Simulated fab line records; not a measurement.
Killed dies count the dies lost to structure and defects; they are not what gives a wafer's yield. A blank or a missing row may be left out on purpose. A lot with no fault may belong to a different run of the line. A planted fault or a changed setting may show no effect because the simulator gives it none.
A struck lot beside a sound one -- flow sky130 -- 17 out of 708 route steps
Sound: these wafers, L460.1, L460.2, L460.4. Struck: wafers L462.1, L462.3, L462.4. At the end, the cause is stated.
Order at every step that has rows: each side's tool, ch and its chambers, its first start. Under that, the readings that differ: sound wafers -- struck wafers -- difference of the means -- sigmas: that difference in standard deviations of wafers without a fault.
alike: same words and numbers on both sides, and readings whose means sit less than 2 such deviations apart. not compared: any withheld reading, any reading some wafer has no value for, any bound like >300 that may hide the same value, and any number with overlapping values for which the record gives no deviation.
A row with sigmas, a row that says differs or no value, or rows on one side alone: a step with any of these is where the two part. Numbers that have no deviation but don't overlap get no sigmas and don't part them. Lack of a reading on every wafer of one side parts them only where that side has two or more wafers.

SKY_VT_ADJUST_LVTN_OVL_MEAS_07:
  sound on overlay-01, day 10 03:17; struck on overlay-01, day 10 12:17
  alike: VT_ADJUST_LVTN_OVL
following that, these wafers have no rows for 1 step: SKY_VT_ADJUST_LVTN_IMPLANT_08.
SKY_VT_ADJUST_LVTN_STRIP_09: strips in O2/N2.
  sound on plasma-asher-04 ch 0,1, day 10 03:29; struck on plasma-asher-03 ch 0,1, day 10 12:29
reading,sound,struck,difference,sigmas
strip-time-to-endpoint-s (s),37.22 37.23 37.24,37.03 36.92 36.99,-0.25,-2
  alike: drypump-motor-current-A, oes-product-au
  not compared: rf-hours-counter-h
SKY_VT_ADJUST_LVTN_TW_MEAS_10:
  sound on film-metro-03, day 10 03:35; struck on film-metro-01, day 10 12:35
  alike: VT_ADJUST_LVTN_TW
then, 7 steps without rows for these wafers: SKY_VT_ADJUST_LVTN_DEHYDRATE_11 (time 60 s); SKY_VT_ADJUST_LVTN_HMDS_12 (prime time 60 s); SKY_VT_ADJUST_LVTN_COAT_13 (resist thk 1140 nm); SKY_VT_ADJUST_LVTN_SOFTBAKE_14 (time 60 s); SKY_VT_ADJUST_LVTN_EXPOSE_15 (exposes mask HVN STD DERIVED, target cd 600 nm); SKY_VT_ADJUST_LVTN_PEB_16; SKY_VT_ADJUST_LVTN_DEVELOP_17 (develop time 60 s).
SKY_VT_ADJUST_LVTN_OVL_MEAS_18:
  sound on overlay-01, day 11 01:44; struck on overlay-01, day 11 10:58
  alike: VT_ADJUST_LVTN_01_OVL
SKY_VT_ADJUST_LVTN_IMPLANT_19:
  sound on implanter-01 ch 0, day 11 01:47; struck on implanter-01 ch 0, day 11 11:01
reading,sound,struck,difference,sigmas
dose-ions-cm2,6.515e+11 6.499e+11 6.495e+11,4.093e+11 4.093e+11 4.093e+11,-2.410e+11,-99 or more
faraday-current-uA,3.66 3.69 3.61,2.29 2.32 2.31,-1.35,-18
SKY_VT_ADJUST_LVTN_STRIP_20: strips in O2/N2.
  sound on plasma-asher-04 ch 0,1, day 11 01:56; struck on plasma-asher-01 ch 0,1, day 11 11:10
  alike: drypump-motor-current-A, oes-product-au, strip-time-to-endpoint-s
  not compared: rf-hours-counter-h
SKY_VT_ADJUST_LVTN_TW_MEAS_21:
  sound on film-metro-03, day 11 02:02; struck on film-metro-01, day 11 11:16
reading,sound,struck,difference,sigmas
VT_ADJUST_LVTN_2_TW,187.1 186.2 186.1,165.6 164.7 165.5,-21.2,-16
then, 1 step without rows for these wafers: SKY_VT_ADJUST_NCORE_DEHYDRATE_00 (time 60 s).
-- a jump in the record: the struck wafers' starts before and after are 38 days apart (it breaks off in module VT_ADJUST_NCORE and resumes in module PAD_OPEN, where the first step shown is number 708 of the route) --
SKY_PAD_OPEN_PROBE_99:
  sound on prober-01, day 48 17:42; struck on prober-01, day 48 23:53
reading,sound,struck,difference,sigmas
model.etest.res-pwell-under-gate.rs-ohm-sq,2274 2277 2262,2315 2312 2323,+46,
model.etest.nfet_16v.drive-ua-um,218.7 218.5 223.9,225.4 230.6 227.5,+7.5,
model.etest.nfet-g5v0d10v5.body-rise-v (V),0.6804 0.6824 0.6701,0.6439 0.6358 0.6387,-0.0382,
model.etest.nfet_16v.body-rise-v (V),0.6703 0.6724 0.6613,0.6324 0.6299 0.6307,-0.0370,
model.etest.nfet-g5v0d10v5.vt-sat-v (V),0.7564 0.7624 0.7477,0.7163 0.724 0.7231,-0.0344,
model.etest.nfet-g5v0d10v5.vt-v (V),0.8199 0.823 0.8083,0.7849 0.7949 0.7934,-0.0260,
model.etest.nfet_16v.vt-v (V),0.7688 0.7718 0.7618,0.7429 0.7471 0.7467,-0.0219,
model.etest.nfet-g5v0d10v5.vt-long-v (V),0.8122 0.818 0.8049,0.7872 0.7893 0.7885,-0.0234,
  alike: killed_at_M0_to_M3, killed_at_M4_up, killed-at-contacts, killed-at-front-end, killed-at-other, killed-dies, killed-open, killed-short

## WHERE THEY PART
At SKY_VT_ADJUST_LVTN_STRIP_09 first; at SKY_VT_ADJUST_LVTN_TW_MEAS_21 last (within this record only). Later steps at which nothing parts them and some readings are alike: SKY_PAD_OPEN_PROBE_99.

WHY: whatever the simulator had introduced
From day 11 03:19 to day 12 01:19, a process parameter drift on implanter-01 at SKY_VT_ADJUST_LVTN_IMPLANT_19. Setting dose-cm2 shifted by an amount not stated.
